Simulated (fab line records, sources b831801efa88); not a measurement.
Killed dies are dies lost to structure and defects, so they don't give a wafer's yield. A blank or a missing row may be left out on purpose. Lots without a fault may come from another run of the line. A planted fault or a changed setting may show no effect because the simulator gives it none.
Which tool did it? | flow sky130 | 11 lots, 33 wafers sampled, at 4 steps of a route of 708

WHAT THE GAUGES READ, wafer by wafer
The record holds no reading of a measuring or inspecting step that can be judged against a usual standard deviation.

WHICH TOOL RAN EACH LOT (tool, then ch and the chambers of the sampled wafers, then the start)
lot  | SKY_VIA3_ETCH_15                   | SKY_METAL4_SPUTTER_02        | SKY_METAL4_ETCH_16                | SKY_METAL4_ETCH_17
L750 | rie_diel-04 ch 1,2,3, day 39 10:05 | pvd_sputter-03, day 39 12:53 | rie_metal-01 ch 0, day 41 14:16   | rie_diel-02 ch 1,2,3, day 41 14:26
L757 | rie_diel-01 ch 0,1, day 42 01:46   | pvd_sputter-02, day 42 03:18 | rie_metal-03 ch 0,1, day 44 02:27 | rie_diel-01 ch 0,1,3, day 44 02:33
L760 | rie_diel-03 ch 0,1, day 42 18:25   | pvd_sputter-01, day 42 19:49 | rie_metal-02 ch 0,1, day 44 18:19 | rie_diel-01 ch 0,1,3, day 44 18:23
L761 | rie_diel-04 ch 0,1,2, day 43 00:01 | pvd_sputter-02, day 43 01:23 | rie_metal-03 ch 0,1, day 44 23:18 | rie_diel-01 ch 1,2,3, day 44 23:24
L762 | rie_diel-01 ch 0,1,3, day 43 08:14 | pvd_sputter-01, day 43 09:38 | rie_metal-01 ch 1, day 45 06:41   | rie_diel-04 ch 0,1,2, day 45 06:47
L766 | rie_diel-03 ch 1,2, day 44 09:47   | pvd_sputter-01, day 44 11:13 | rie_metal-03 ch 0,1, day 46 06:27 | rie_diel-02 ch 0,3, day 46 06:33
L768 | rie_diel-03 ch 1,2, day 44 23:50   | pvd_sputter-01, day 45 01:15 | rie_metal-01 ch 0,1, day 46 20:12 | rie_diel-02 ch 1,3, day 46 20:18
L769 | rie_diel-03 ch 0,2,3, day 45 02:52 | pvd_sputter-02, day 45 04:44 | rie_metal-01 ch 0,1, day 46 23:27 | rie_diel-02 ch 0,1,2, day 46 23:33
L771 | rie_diel-01 ch 0,1,2, day 45 17:53 | pvd_sputter-02, day 45 19:15 | rie_metal-01 ch 0, day 47 12:24   | rie_diel-02 ch 1,2, day 47 12:30
L772 | rie_diel-03 ch 0,1,3, day 45 19:22 | pvd_sputter-02, day 45 20:43 | rie_metal-02 ch 0,1, day 47 14:45 | rie_diel-01 ch 0,1,2, day 47 14:51
L773 | rie_diel-04 ch 0,1,3, day 45 23:32 | pvd_sputter-01, day 46 01:05 | rie_metal-01 ch 0,1, day 47 18:21 | rie_diel-01 ch 0,2, day 47 18:27
- SKY_VIA3_ETCH_15: etches SiO2 in C4F8/O2/Ar, stops on TiN, target depth 507 nm, time 78 s.
- SKY_METAL4_SPUTTER_02: material AlCu, target thk 735 nm, time 39.1 s.
- SKY_METAL4_ETCH_16: etches BARC in N2/H2, stops on SiO2, time 88.2 s, target depth 60 nm.
- SKY_METAL4_ETCH_17: etches SiO2 in C4F8/O2/Ar, stops on TiN, time 3.9 s, target depth 15 nm.

WHAT THE TOOLS THEMSELVES READ (means of the sampled wafers that have a number; where no wafer has one, the mark that the record gives instead)
SKY_VIA3_ETCH_15.
lot  | tool        | bias_w (W) | oes_product_au (a.u.)
L750 | rie_diel-04 | 1202       | 0.938
L757 | rie_diel-01 | 1198       | 0.936
L760 | rie_diel-03 | 1202       | 0.940
L761 | rie_diel-04 | 1202       | 0.937
L762 | rie_diel-01 | 1199       | 0.940
L766 | rie_diel-03 | 1197       | 0.941
L768 | rie_diel-03 | 1198       | 0.937
L769 | rie_diel-03 | 1199       | 0.934
L771 | rie_diel-01 | 1200       | 0.937
L772 | rie_diel-03 | 1199       | 0.937
L773 | rie_diel-04 | 1199       | 0.936

SKY_METAL4_SPUTTER_02.
lot  | tool           | throttle_valve_pct (%)
L750 | pvd_sputter-03 | 30.0
L757 | pvd_sputter-02 | 29.6
L760 | pvd_sputter-01 | 29.6
L761 | pvd_sputter-02 | 29.5
L762 | pvd_sputter-01 | 29.8
L766 | pvd_sputter-01 | 29.9
L768 | pvd_sputter-01 | 29.8
L769 | pvd_sputter-02 | 29.6
L771 | pvd_sputter-02 | 29.6
L772 | pvd_sputter-02 | 29.7
L773 | pvd_sputter-01 | 29.6

SKY_METAL4_ETCH_16.
lot  | tool         | bias_w (W) | drypump_motor_current_A (A) | oes_product_au (a.u.) | throttle_valve_pct (%)
L750 | rie_metal-01 | 100.0      | 5.13                        | 0.627                 | 13.207
L757 | rie_metal-03 | 100.3      | 5.61                        | 0.628                 | 13.206
L760 | rie_metal-02 | 100.1      | 5.60                        | 0.625                 | 13.190
L761 | rie_metal-03 | 99.8       | 5.62                        | 0.624                 | 13.201
L762 | rie_metal-01 | 99.8       | 5.25                        | 0.625                 | 13.215
L766 | rie_metal-03 | 100.0      | 5.58                        | 0.625                 | 13.204
L768 | rie_metal-01 | 99.9       | 5.17                        | 0.625                 | 13.216
L769 | rie_metal-01 | 100.0      | 5.22                        | 0.627                 | 13.214
L771 | rie_metal-01 | 100.0      | 5.12                        | 0.625                 | 13.209
L772 | rie_metal-02 | 100.2      | 5.62                        | 0.629                 | 13.208
L773 | rie_metal-01 | 100.2      | 5.21                        | 0.627                 | 13.185

SKY_METAL4_ETCH_17.
lot  | tool        | bias_w (W) | oes_product_au (a.u.)
L750 | rie_diel-02 | 1203       | 0.764
L757 | rie_diel-01 | 1202       | 0.748
L760 | rie_diel-01 | 1269       | 0.758
L761 | rie_diel-01 | 1274       | 0.755
L762 | rie_diel-04 | 1199       | 0.753
L766 | rie_diel-02 | 1204       | 0.745
L768 | rie_diel-02 | 1201       | 0.757
L769 | rie_diel-02 | 1201       | 0.751
L771 | rie_diel-02 | 1201       | 0.761
L772 | rie_diel-01 | 1197       | 0.753
L773 | rie_diel-01 | 1200       | 0.755

THE ANSWER, worked out from the rows above alone
Rule: what is usual is taken from the lots themselves. Put in order of their means at a reading, lots are off if they are a third of the lots or fewer, leave a main group of 4 or more, and stand apart from it by a gap of 3 or more times the standard deviation of the main group's means; of several such gaps the widest counts. A main group whose means are all the same, to the digits that the tables above print for the reading, isn't used. A lot without any number at a reading at which 4 lots or more have one is off too. The other lots that the step has rows for count as sound. The gauges are gone through in route order, then the tools' own readings, and for those a lot's mean is taken as printed above. The first step at which some lot is off is used, and at that step the reading that is off furthest; a lot without a number counts as furthest.
Off: L760, L761, at SKY_METAL4_ETCH_17 (bias_w). The main group: mean 1201 W, standard deviation 2.
A tool fits if, at that step or a process step before it, it ran every lot that is off, and no sound lot after the first of them. None of those tried fits.

WHAT THE SIMULATOR HAD PUT IN
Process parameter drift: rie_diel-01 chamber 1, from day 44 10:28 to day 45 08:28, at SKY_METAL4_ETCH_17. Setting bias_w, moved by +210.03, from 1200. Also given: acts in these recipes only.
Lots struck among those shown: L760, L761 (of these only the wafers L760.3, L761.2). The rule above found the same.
